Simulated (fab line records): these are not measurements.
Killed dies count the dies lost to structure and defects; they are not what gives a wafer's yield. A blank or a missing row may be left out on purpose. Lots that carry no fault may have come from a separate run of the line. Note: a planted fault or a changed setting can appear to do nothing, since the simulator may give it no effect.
fab line records	flow sfq_line
[record] lots = 6	wafers = 18	last_day = 80
route steps=325 shown M1@62 I1@73 M2@88 I2@103 M8@325
lots with no fault: from the same line, run without faults
start_h: start of the lot's first displayed wafer, in hours after the record's first day	wait_h: hours since the lot's step before	" the same as in the row above	L1.1+2: one row covering several wafers at once	- value missing, or start not given	* or withheld: withheld	< > ~ a bound
route shown NAME@n: NAME is a module with steps in the file, n the number in the route of the first one	usual: mean/standard deviation of fault-free wafers	same: alike in all rows	chamber/n: place in a boat	sites: per-site readings	_std_site: standard deviation across them	_edge_site: outer sites' mean less inner sites'	radius_mm: how far each site lies from the wafer's centre	mask NAME#n: copy n	behind: the tool/chamber that last shaped the wafer	hold: reason for holding the lot/hours on hold/outcome of the hold	device: names the non-switching transistor (n, p or np)	end of line: tests of these same wafers at the route's end	for a step that has no rows: nothing shown but its recipe	killed: count of dies lost to structure and defects at first sort (not the wafer's yield)	map: a wafer's dies, x killed, . not, _ none there
set.NAME: the run value of the setting; set.NAME@STEP: its run value at that earlier step	model.NAME: the simulator's own value behind a step, which no gauge read
lots at selected steps of the route; one table per step, one row per wafer
services: from which hour (start_h, from the record's first day; less than 0 if before it) a tool's chamber was out of use, for how many hours, and why
[[steps]]
[step SFQ_TRILAYER_M1_LITHO_COAT_044]
[recipe] resist = BARC	spin_rpm = 3000	resist_thk_nm = 62
[step SFQ_TRILAYER_M1_LITHO_COAT_039]
[recipe] resist = KrF	spin_rpm = 3000	resist_thk_nm = 600
[step SFQ_TRILAYER_M1_LITHO_SOFTBAKE_043]
[recipe] temp_c = withheld	time_s = withheld	resist = KrF
[step SFQ_TRILAYER_M1_LITHO_EXPOSE_040]
[recipe] mask_id = M1	na = 0.6	source_shape = conventional	sigma_outer = 0.65	target_cd_nm = 500	dose_mj = 14.4
[step SFQ_TRILAYER_M1_LITHO_PEB_042]
[recipe] peb_temp_c = 115	peb_time_s = 60	resist = KrF
[step SFQ_TRILAYER_M1_LITHO_DEVELOP_041]
[recipe] time_s = 60	resist = KrF
[step SFQ_M1_OVL_MEAS_911]
[usual] M1_OVL = 1/5.2
lot.wafer	tool	chamber	start_h	wait_h	M1_OVL[nm]
L599.1	overlay-01	-	305.61	0.1	-9
L599.2	"	-	"	"	-2
L599.3	"	-	"	"	-8
L601.3	overlay-01	-	322.43	0.1	0
L601.5	"	-	"	"	3
L601.6	"	-	"	"	8
L602.2	overlay-01	-	333.22	0.1	4
L602.4	"	-	"	"	-4
L602.6	"	-	"	"	-1
L608.2	overlay-02	-	370.42	0.1	1
L608.3	"	-	"	"	-1
L608.6	"	-	"	"	-4
L614.1	overlay-01	-	422.34	0.1	6
L614.4	"	-	"	"	0
L614.6	"	-	"	"	2
L616.3	overlay-01	-	448.75	0.1	3
L616.4	"	-	"	"	13
L616.5	"	-	"	"	1
[step SFQ_TRILAYER_M1_BARC_OPEN_METAL_ETCH_054]
[recipe] mask_material = PR	chemistry = O2	target_depth_nm = 125	target = BARC	icp_w = 600	bias_w = 80	pressure_mtorr = 10	time_s = 41.7
[usual] drypump_motor_current_A = 5.16/0.19	oes_product_au = 0.685/0.0044
lot.wafer	tool	chamber	start_h	wait_h	drypump_motor_current_A	oes_product_au	rf_hours_counter_h
L599.1	rie_metal-03	1	305.65	0.0	5.43	0.689	134
L599.2	"	0	"	"	5.31	0.684	135
L599.3	"	0	"	"	5.31	0.686	-
L601.3	rie_metal-01	1	322.47	0.0	5.15	0.688	-
L601.5	"	1	"	"	5.15	0.681	-
L601.6	"	0	"	"	5.06	0.683	-
L602.2	rie_metal-03	1	333.25	0.0	5.43	0.695	139
L602.4	"	1	"	"	5.42	0.682	-
L602.6	"	1	"	"	5.42	0.682	-
L608.2	rie_metal-04	0	370.45	0.0	5.06	0.683	171
L608.3	"	1	"	"	4.85	0.688	-
L608.6	"	1	"	"	4.86	0.681	-
L614.1	rie_metal-03	1	422.37	0.0	5.40	0.684	156
L614.4	"	1	"	"	5.42	0.686	-
L614.6	"	1	"	"	5.43	0.690	-
L616.3	rie_metal-01	0	448.79	0.0	5.06	0.684	-
L616.4	"	1	"	"	5.15	0.687	-
L616.5	"	1	"	"	5.16	0.685	-
[step SFQ_TRILAYER_M1_ETCH_METAL_ETCH_042]
[recipe] target = Nb	stop_on = SiO2	mask_material = PR	chemistry = Cl2/Ar	target_depth_nm = 240	icp_w = 600	bias_w = 80	pressure_mtorr = 10	time_s = 120
[step SFQ_TRILAYER_M1_STRIP_STRIP_043]
[recipe] gas = O2	power_w = 200	platen_temp_c = 40	overash_fraction = 0.65	chemistry = O2	pressure_mtorr = 50
[usual] drypump_motor_current_A = 5.16/0.19	oes_product_au = 1.006/0.011	platen_temp_c = 39.98/0.11
lot.wafer	tool	chamber	start_h	wait_h	drypump_motor_current_A	oes_product_au	platen_temp_c	rf_hours_counter_h
L599.1	rie_metal-03	1	305.83	0.1	5.43	1.025	40.22	134
L599.2	"	0	"	"	5.31	1.005	39.73	135
L599.3	"	0	"	"	5.30	1.005	39.88	-
L601.3	rie_metal-01	1	322.83	0.2	5.14	1.028	40.00	-
L601.5	"	1	"	"	5.15	1.033	40.13	-
L601.6	"	0	"	"	5.05	1.007	39.99	-
L602.2	rie_metal-03	1	333.43	0.1	5.43	1.025	40.05	139
L602.4	"	1	"	"	5.42	1.011	39.76	-
L602.6	"	1	"	"	5.42	1.007	40.01	-
L608.2	rie_metal-04	0	370.63	0.1	5.06	1.009	39.87	171
L608.3	"	1	"	"	4.85	0.986	39.92	-
L608.6	"	1	"	"	4.86	0.997	39.92	-
L614.1	rie_metal-03	1	422.56	0.1	5.40	1.003	40.15	156
L614.4	"	1	"	"	5.42	1.011	40.06	-
L614.6	"	1	"	"	5.42	1.019	39.89	-
L616.3	rie_metal-01	0	449.16	0.2	5.06	0.997	39.95	-
L616.4	"	1	"	"	5.16	1.024	40.01	-
L616.5	"	1	"	"	5.18	1.028	39.86	-
[step SFQ_TRILAYER_M1_STRIP_SOLV_CLEAN_044]
[recipe] chemistry = NMP	temp_c = 70	time_s = 600
[step SFQ_TRILAYER_I1_DEP_PECVD_045]
[recipe] material = SiO2	temp_c = 150	time_s = 111.11	pressure_torr = 2.4	rf_w = 183.3	precursor = SiH4/N2O	target_thk_nm = 500
[step SFQ_TRILAYER_I1_CMP_CMP_046]
[recipe] material = SiO2	down_force_psi = 3	platen_rpm = 60	pad_velocity_m_s = 0.94248
[usual] motor_current_A = 9.9/0.52	time_to_endpoint_s = 216/8.5
lot.wafer	tool	chamber	start_h	wait_h	motor_current_A	time_to_endpoint_s	model.SiO2_of_TRILAYER_I1_DEP_PECVD_045.thk_nm
L599.1	cmp-01	2	310.46	3.8	10.5	220	201.5
L599.3	"	3	"	"	10.9	214	200.6
L599.2	"	0	"	"	9.4	226	201.8
L601.3	cmp-02	1	328.48	4.9	9.8	247	152.3
L601.6	"	2	"	"	9.4	251	150.5
L601.5	"	3	"	"	9.7	234	150
L602.4	cmp-02	2	335.98	1.7	9.5	251	149.1
L602.2	"	3	"	"	10.0	239	148.2
L602.6	"	2	337.98	3.7	9.6	251	148.2
L608.3	cmp-01	2	374.86	3.4	10.5	220	200.4
L608.2	"	3	"	"	10.3	220	200.4
L608.6	"	3	377.36	5.9	10.6	222	200.5
L614.4	cmp-02	3	434.11	10.7	10.1	211	198.3
L614.1	"	0	"	"	9.7	220	199.6
L614.6	"	3	436.11	12.7	10.1	215	197.6
L616.4	cmp-02	1	451.61	1.8	10.3	231	202.4
L616.3	"	0	453.11	3.3	9.9	216	201.6
L616.5	"	1	"	"	10.0	233	202.8
[step SFQ_I1_BOW_MEAS_912]
[recipe] mode = bow
[usual] I1_BOW = 4/7.8
lot.wafer	tool	chamber	start_h	wait_h	I1_BOW[um]
L599.1	film_metro-03	-	313.46	2.5	-2
L599.2	"	-	"	"	-3
L599.3	"	-	"	"	4
L601.3	film_metro-04	-	330.02	1.0	9
L601.5	"	-	"	"	-9
L601.6	"	-	"	"	-3
L602.2	film_metro-03	-	339.00	2.0	19
L602.4	"	-	"	"	5
L602.6	"	-	"	"	6
L608.2	film_metro-02	-	377.88	2.0	7
L608.3	"	-	"	"	14
L608.6	"	-	"	"	1
L614.1	film_metro-02	-	436.61	1.5	6
L614.4	"	-	"	"	-10
L614.6	"	-	"	"	3
L616.3	film_metro-02	-	454.65	1.0	5
L616.4	"	-	"	"	0
L616.5	"	-	"	"	1
[step SFQ_TRILAYER_I1_METRO_MEASURE_047]
[usual] thk_nm = 200.0/1.3
lot.wafer	tool	chamber	start_h	wait_h	thk_nm
L599.1	film_metro-03	-	313.58	0.1	201.7
L599.2	"	-	"	"	201.7
L599.3	"	-	"	"	200.6
L601.3	film_metro-04	-	330.50	0.5	152.4
L601.5	"	-	"	"	149.9
L601.6	"	-	"	"	150.5
L602.2	film_metro-03	-	339.30	0.3	148.2
L602.4	"	-	"	"	149.1
L602.6	"	-	"	"	148.2
L608.2	film_metro-02	-	378.18	0.3	200.4
L608.3	"	-	"	"	200.3
L608.6	"	-	"	"	200.4
L614.1	film_metro-02	-	436.73	0.1	199.7
L614.4	"	-	"	"	198.4
L614.6	"	-	"	"	197.6
L616.3	film_metro-02	-	455.13	0.5	201.4
L616.4	"	-	"	"	202.7
L616.5	"	-	"	"	202.9
[step SFQ_TRILAYER_I1_VIA_LITHO_COAT_054]
[recipe] resist = BARC	spin_rpm = 3000	resist_thk_nm = 62
[step SFQ_TRILAYER_I1_VIA_LITHO_COAT_049]
[recipe] resist = KrF	spin_rpm = 3000	resist_thk_nm = 650
[step SFQ_TRILAYER_I1_VIA_LITHO_SOFTBAKE_053]
[recipe] temp_c = withheld	time_s = withheld	resist = KrF
[step SFQ_TRILAYER_I1_VIA_LITHO_EXPOSE_050]
[recipe] mask_id = I1	na = 0.6	source_shape = conventional	sigma_outer = 0.65	target_cd_nm = 500	dose_mj = 21.3
[step SFQ_TRILAYER_I1_VIA_LITHO_PEB_052]
[recipe] peb_temp_c = 115	peb_time_s = 60	resist = KrF
[step SFQ_TRILAYER_I1_VIA_LITHO_DEVELOP_051]
[recipe] time_s = 60	resist = KrF
[step SFQ_I1_OVL_MEAS_913]
[usual] I1_OVL = -2/5.5
lot.wafer	tool	chamber	start_h	wait_h	I1_OVL[nm]
L599.1	overlay-01	-	379.24	0.1	-3
L599.2	"	-	"	"	3
L599.3	"	-	"	"	-6
L601.3	overlay-02	-	392.45	0.1	5
L601.5	"	-	"	"	8
L601.6	"	-	"	"	7
L602.2	overlay-01	-	400.84	0.1	2
L602.4	"	-	"	"	6
L602.6	"	-	"	"	2
L608.2	overlay-01	-	441.54	0.1	-4
L608.3	"	-	"	"	0
L608.6	"	-	"	"	-1
L614.1	overlay-02	-	501.09	0.1	-5
L614.4	"	-	"	"	-7
L614.6	"	-	"	"	-11
L616.3	overlay-01	-	517.42	0.1	2
L616.4	"	-	"	"	3
L616.5	"	-	"	"	1
[step SFQ_TRILAYER_I1_VIA_BARC_OPEN_VIA_ETCH_071]
[recipe] mask_material = PR	chemistry = O2	target_depth_nm = 125	target = BARC	source_w = 500	bias_w = 80	pressure_mtorr = 30	time_s = 41.7
[step SFQ_TRILAYER_I1_VIA_ETCH_VIA_ETCH_052]
[recipe] target = SiO2	stop_on = Nb	mask_material = PR	taper_deg = 20	chemistry = CHF3	target_depth_nm = 260	source_w = 500	bias_w = 80	pressure_mtorr = 30	time_s = withheld
[usual] drypump_motor_current_A = 5.6/0.41	oes_product_au = 0.855/0.0053
lot.wafer	tool	chamber	start_h	wait_h	drypump_motor_current_A	oes_product_au	model.I1.feature_depth_nm	model.etch.depth_nm
L599.1	rie_diel-03	3	379.31	0.0	5.9	0.862	201.5	201.5
L599.2	"	0	"	"	4.7	0.861	201.8	201.8
L599.3	"	2	"	"	5.8	0.855	200.6	200.6
L601.3	rie_diel-03	1	392.51	0.0	5.4	0.740	152.3	152.3
L601.5	"	1	"	"	5.4	0.733	150	150
L601.6	"	2	"	"	5.7	0.737	150.5	150.5
L602.2	rie_diel-03	0	400.91	0.0	4.8	0.736	148.2	148.2
L602.4	"	2	"	"	5.7	0.737	149.1	149.1
L602.6	"	1	"	"	5.4	0.739	148.2	148.2
L608.2	rie_diel-04	1	441.61	0.0	6.6	0.847	200.4	200.4
L608.3	"	3	"	"	5.3	0.858	200.4	200.4
L608.6	"	3	"	"	5.3	0.848	200.5	200.5
L614.1	rie_diel-02	1	501.16	0.0	5.4	0.849	199.6	199.6
L614.4	"	0	"	"	6.1	0.851	198.3	198.3
L614.6	"	2	"	"	5.8	0.846	197.6	197.6
L616.3	rie_diel-04	1	517.49	0.0	6.5	0.859	201.6	201.6
L616.4	"	3	"	"	5.3	0.862	202.4	202.4
L616.5	"	3	"	"	5.3	0.866	202.8	202.8
[step SFQ_TRILAYER_I1_VIA_STRIP_STRIP_053]
[recipe] gas = O2	power_w = 200	platen_temp_c = 40	overash_fraction = 0.65	chemistry = O2	pressure_mtorr = 50
[usual] drypump_motor_current_A = 5.7/0.31	oes_product_au = 1.002/0.013	platen_temp_c = 40.00/0.11
lot.wafer	tool	chamber	start_h	wait_h	drypump_motor_current_A	oes_product_au	platen_temp_c	rf_hours_counter_h
L599.1	rie_metal-01	1	379.42	-	5.1	1.022	40.09	14
L599.2	"	1	"	"	5.1	1.033	40.03	-
L599.3	"	1	"	"	5.2	1.027	39.99	-
L601.3	rie_metal-02	0	392.82	-	5.7	0.995	39.84	-
L601.5	"	1	"	"	6.0	1.000	40.17	-
L601.6	"	0	"	"	5.7	0.988	39.96	-
L602.2	rie_metal-02	0	401.22	-	5.8	0.998	40.10	-
L602.4	"	0	"	"	5.8	0.994	40.00	-
L602.6	"	0	"	"	5.8	0.995	40.13	-
L608.2	rie_metal-02	1	441.72	-	5.9	1.007	40.01	52
L608.3	"	1	"	"	6.0	0.997	40.04	-
L608.6	"	0	"	"	5.8	1.000	39.95	-
L614.1	rie_metal-02	0	501.27	-	5.7	0.997	40.09	100
L614.4	"	0	"	"	5.8	1.007	39.98	-
L614.6	"	1	"	"	5.9	0.999	39.91	-
L616.3	rie_metal-02	0	517.80	-	5.8	0.991	39.99	-
L616.4	"	1	"	"	5.9	0.989	40.18	-
L616.5	"	0	"	"	5.8	1.002	39.94	-
[step SFQ_TRILAYER_I1_VIA_STRIP_SOLV_CLEAN_054]
[recipe] chemistry = NMP	temp_c = 70	time_s = 600
[step SFQ_TRILAYER_M2_DEP_PRE_CLEAN_056]
[recipe] gas = Ar	time_s = 22.5	bias_v = 250
lot.wafer	tool	chamber	start_h	wait_h	model.SiO2_of_TRILAYER_I1_DEP_PECVD_045.thk_nm
L599.1	pvd_sputter-03	-	380.80	0.0	194
L599.2	"	-	"	"	194.3
L599.3	"	-	"	"	193.1
L601.3	pvd_sputter-03	-	393.40	0.0	144.8
L601.5	"	-	"	"	142.5
L601.6	"	-	"	"	143
L602.2+6	pvd_sputter-06	-	402.41	0.0	140.7
L602.4	"	-	"	"	141.6
L608.2+3	pvd_sputter-05	-	442.50	0.0	192.9
L608.6	"	-	"	"	193
L614.1	pvd_sputter-06	-	502.05	0.0	192.1
L614.4	"	-	"	"	190.8
L614.6	"	-	"	"	190.1
L616.3	pvd_sputter-06	-	518.37	0.0	194.1
L616.4	"	-	"	"	194.9
L616.5	"	-	"	"	195.3
[step SFQ_TRILAYER_M2_DEP_SPUTTER_055]
[recipe] material = Nb	base_pressure_pa = 1.33e-06	chamber_pressure_pa = 0.1333	substrate_temp_c = 20	resputter_cathode_voltage_v = 400	target_thk_nm = 200	power_w = 2000	time_s = 133.3
[usual] substrate_temp_c = 20.01/0.1	throttle_valve_pct = 29.7/1.2
lot.wafer	tool	chamber	start_h	wait_h	substrate_temp_c	throttle_valve_pct
L599.1	pvd_sputter-03	-	380.83	0.0	19.99	30.0
L599.2	"	-	"	"	19.71	30.6
L599.3	"	-	"	"	20.04	28.7
L601.3	pvd_sputter-03	-	393.43	0.0	20.01	28.8
L601.5	"	-	"	"	20.06	30.5
L601.6	"	-	"	"	20.02	31.0
L602.2	pvd_sputter-06	-	402.44	0.0	20.06	29.1
L602.4	"	-	"	"	20.14	28.1
L602.6	"	-	"	"	20.10	29.3
L608.2	pvd_sputter-05	-	442.53	0.0	20.04	30.3
L608.3	"	-	"	"	20.03	30.6
L608.6	"	-	"	"	20.06	31.3
L614.1	pvd_sputter-06	-	502.08	0.0	20.22	28.1
L614.4	"	-	"	"	19.92	29.3
L614.6	"	-	"	"	19.97	29.2
L616.3	pvd_sputter-06	-	518.40	0.0	20.05	29.0
L616.4	"	-	"	"	19.90	30.8
L616.5	"	-	"	"	20.13	28.3
[step SFQ_M2_RS_MEAS_914]
[recipe] thk_meas_gauge = four-point-probe	reads = Nb_of_TRILAYER_M2_DEP_SPUTTER_055
[usual] M2_NB_RS = 0.893/0.011
lot.wafer	tool	chamber	start_h	wait_h	M2_NB_RS[ohm/sq]
L599.1	film_metro-03	-	380.92	0.0	0.891
L599.2	"	-	"	"	0.894
L599.3	"	-	"	"	0.907
L601.3	film_metro-04	-	393.56	0.1	0.894
L601.5	"	-	"	"	0.879
L601.6	"	-	"	"	0.872
L602.2	film_metro-01	-	402.55	0.1	0.893
L602.4	"	-	"	"	0.893
L602.6	"	-	"	"	0.897
L608.2	film_metro-04	-	442.64	0.1	0.891
L608.3	"	-	"	"	0.895
L608.6	"	-	"	"	0.888
L614.1	film_metro-04	-	502.17	0.0	0.906
L614.4	"	-	"	"	0.890
L614.6	"	-	"	"	0.894
L616.3	film_metro-03	-	518.53	0.1	0.901
L616.4	"	-	"	"	0.902
L616.5	"	-	"	"	0.921
[step SFQ_TRILAYER_M2_LITHO_COAT_062]
[recipe] resist = BARC	spin_rpm = 3000	resist_thk_nm = 62
[step SFQ_TRILAYER_M2_LITHO_COAT_057]
[recipe] resist = KrF	spin_rpm = 3000	resist_thk_nm = 600
[step SFQ_TRILAYER_M2_LITHO_SOFTBAKE_061]
[recipe] temp_c = withheld	time_s = withheld	resist = KrF
[step SFQ_TRILAYER_M2_LITHO_EXPOSE_058]
[recipe] mask_id = M2	na = 0.6	source_shape = conventional	sigma_outer = 0.65	target_cd_nm = 500	dose_mj = 14.4
[step SFQ_TRILAYER_M2_LITHO_PEB_060]
[recipe] peb_temp_c = 115	peb_time_s = 60	resist = KrF
[step SFQ_TRILAYER_M2_LITHO_DEVELOP_059]
[recipe] time_s = 60	resist = KrF
[step SFQ_M2_OVL_MEAS_916]
[usual] M2_OVL = -3/5
lot.wafer	tool	chamber	start_h	wait_h	M2_OVL[nm]
L599.1	overlay-01	-	443.94	0.1	-5
L599.2	"	-	"	"	-4
L599.3	"	-	"	"	0
L601.3	overlay-02	-	459.10	0.1	-7
L601.5	"	-	"	"	-14
L601.6	"	-	"	"	-7
L602.2	overlay-01	-	471.09	0.1	-12
L602.4	"	-	"	"	-9
L602.6	"	-	"	"	-5
L608.2	overlay-01	-	506.62	0.1	-1
L608.3	"	-	"	"	0
L608.6	"	-	"	"	1
L614.1	overlay-01	-	561.81	0.1	-6
L614.4	"	-	"	"	4
L614.6	"	-	"	"	5
L616.3	overlay-01	-	581.02	0.1	-4
L616.4	"	-	"	"	-5
L616.5	"	-	"	"	-3
[step SFQ_TRILAYER_M2_BARC_OPEN_METAL_ETCH_077]
[recipe] mask_material = PR	chemistry = O2	target_depth_nm = 125	target = BARC	icp_w = 600	bias_w = 80	pressure_mtorr = 10	time_s = 41.7
[step SFQ_TRILAYER_M2_ETCH_METAL_ETCH_060]
[recipe] target = Nb	stop_on = SiO2	mask_material = PR	chemistry = Cl2/Ar	target_depth_nm = 240	icp_w = 600	bias_w = 80	pressure_mtorr = 10	time_s = 120
[usual] drypump_motor_current_A = 5.4/0.4	oes_product_au = 0.892/0.0078
lot.wafer	tool	chamber	start_h	wait_h	drypump_motor_current_A	oes_product_au	rf_hours_counter_h
L599.1	rie_metal-04	0	444.03	0.0	5.1	0.901	1
L599.2	"	1	"	"	4.8	0.891	29
L599.3	"	1	"	"	4.8	0.880	-
L601.3	rie_metal-02	0	459.22	0.1	5.7	0.893	-
L601.5	"	0	"	"	5.8	0.905	-
L601.6	"	1	"	"	6.0	0.902	-
L602.2	rie_metal-03	0	471.18	0.0	5.3	0.889	166
L602.4	"	1	"	"	5.4	0.891	-
L602.6	"	1	"	"	5.4	0.883	-
L608.2	rie_metal-04	0	506.71	0.0	5.1	0.889	10
L608.3	"	0	"	"	5.1	0.895	-
L608.6	"	0	"	"	5.1	0.897	-
L614.1	rie_metal-04	0	561.91	0.0	5.1	0.887	21
L614.4	"	1	"	"	4.9	0.894	-
L614.6	"	1	"	"	4.8	0.895	-
L616.3	rie_metal-03	0	581.15	0.1	5.3	0.890	-
L616.4	"	1	"	"	5.4	0.886	-
L616.5	"	1	"	"	5.4	0.871	-
[step SFQ_TRILAYER_M2_STRIP_STRIP_061]
[recipe] gas = O2	power_w = 200	platen_temp_c = 40	overash_fraction = 0.65	chemistry = O2	pressure_mtorr = 50
[step SFQ_TRILAYER_M2_STRIP_SOLV_CLEAN_062]
[recipe] chemistry = NMP	temp_c = 70	time_s = 600
[step SFQ_TRILAYER_I2_DEP_PECVD_063]
[recipe] material = SiO2	temp_c = 150	time_s = 111.11	pressure_torr = 2.4	rf_w = 183.3	precursor = SiH4/N2O	target_thk_nm = 500
[step SFQ_M8_BOW_MEAS_951]
[recipe] mode = bow
[usual] M8_BOW = 12/12
lot.wafer	tool	chamber	start_h	wait_h	M8_BOW[um]	model.etest.i1.link_ohm
L599.1	film_metro-03	-	1844.72	0.0	-4	1.951
L599.2	"	-	"	"	-4	1.952
L599.3	"	-	"	"	3	1.972
L601.3	film_metro-01	-	1855.06	0.0	23	1.916
L601.5	"	-	"	"	5	1.906
L601.6	"	-	"	"	9	1.899
L602.2	film_metro-01	-	1861.04	0.0	36	1.913
L602.4	"	-	"	"	21	1.909
L602.6	"	-	"	"	22	1.921
L608.2	film_metro-01	-	1886.24	0.0	26	1.985
L608.3	"	-	"	"	31	1.997
L608.6	"	-	"	"	19	1.98
L614.1	film_metro-03	-	1903.02	0.0	26	1.962
L614.4	"	-	"	"	10	1.938
L614.6	"	-	"	"	22	1.951
L616.3	film_metro-03	-	1911.46	0.0	17	1.971
L616.4	"	-	"	"	9	1.972
L616.5	"	-	"	"	10	1.99
[[services]]
tool	chamber	start_h	hours	kind
pvd_sputter-06	-	284.31	1.8	repair
rie_metal-03	-	325.92	2.1	repair
film_metro-02	-	329.55	1.1	pm
rie_metal-03	-	355.40	0.2	repair
rie_diel-03	3	356.66	2.7	repair
rie_metal-01	0	366.49	22.1	repair
cmp-02	-	376.78	1.0	repair
rie_metal-01	-	383.38	14.6	pm
pvd_sputter-03	-	389.47	0.5	repair
rie_metal-02	1	396.81	7.1	repair
cmp-02	-	406.43	4.0	pm
rie_metal-04	0	409.70	9.2	repair
cmp-02	-	430.81	2.8	repair
pvd_sputter-06	-	435.95	8.1	repair
cmp-02	-	466.61	4.3	pm
rie_metal-04	-	477.13	2.8	pm
rie_metal-01	-	480.21	28.1	pm
rie_metal-04	-	485.14	14.6	pm
rie_metal-03	-	502.13	0.9	repair
rie_metal-03	-	530.76	5.5	repair
cmp-02	-	531.09	1.5	repair
cmp-02	-	537.23	1.7	repair
rie_metal-02	-	576.12	40.3	repair
pvd_sputter-06	-	580.27	2.5	repair
[[key]]
[first_sign] step = SFQ_TRILAYER_I1_CMP_CMP_046	reading = time_to_endpoint_s	direction = up	sigmas = 3.4	usual = *	struck = *
[effect] step = SFQ_TRILAYER_I1_METRO_MEASURE_047	reading = thk_nm	direction = down	sigmas = 39	usual = 200.0	struck = 149.7
[effect] step = SFQ_TRILAYER_I1_VIA_ETCH_VIA_ETCH_052	reading = oes_product_au	direction = down	sigmas = 22	usual = 0.855	struck = 0.737
[model_effect] step = SFQ_TRILAYER_I1_CMP_CMP_046	value = SiO2_of_TRILAYER_I1_DEP_PECVD_045.thk_nm	without = 199.7	struck = 149.7
[model_effect] step = SFQ_TRILAYER_I1_VIA_ETCH_VIA_ETCH_052	value = I1.feature_depth_nm	without = 199.7	struck = 149.7
[model_effect] step = SFQ_TRILAYER_M2_DEP_PRE_CLEAN_056	value = SiO2_of_TRILAYER_I1_DEP_PECVD_045.thk_nm	without = 192.2	struck = 142.2
[model_effect] step = SFQ_M8_BOW_MEAS_951	value = etest.i1.link_ohm	without = 1.958	struck = 1.911
met_at SFQ_TRILAYER_I1_CMP_CMP_046
struck_wafers L601.3,L601.5,L601.6,L602.2,L602.4,L602.6
[fault] kind = process_parameter_drift	tool = cmp-02	chamber = -	onset_h = 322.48	steps = SFQ_TRILAYER_I1_CMP_CMP_046	channel = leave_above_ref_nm	offset = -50	shape = step	end_h = 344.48	acts_in = these_recipes_only	stated = 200
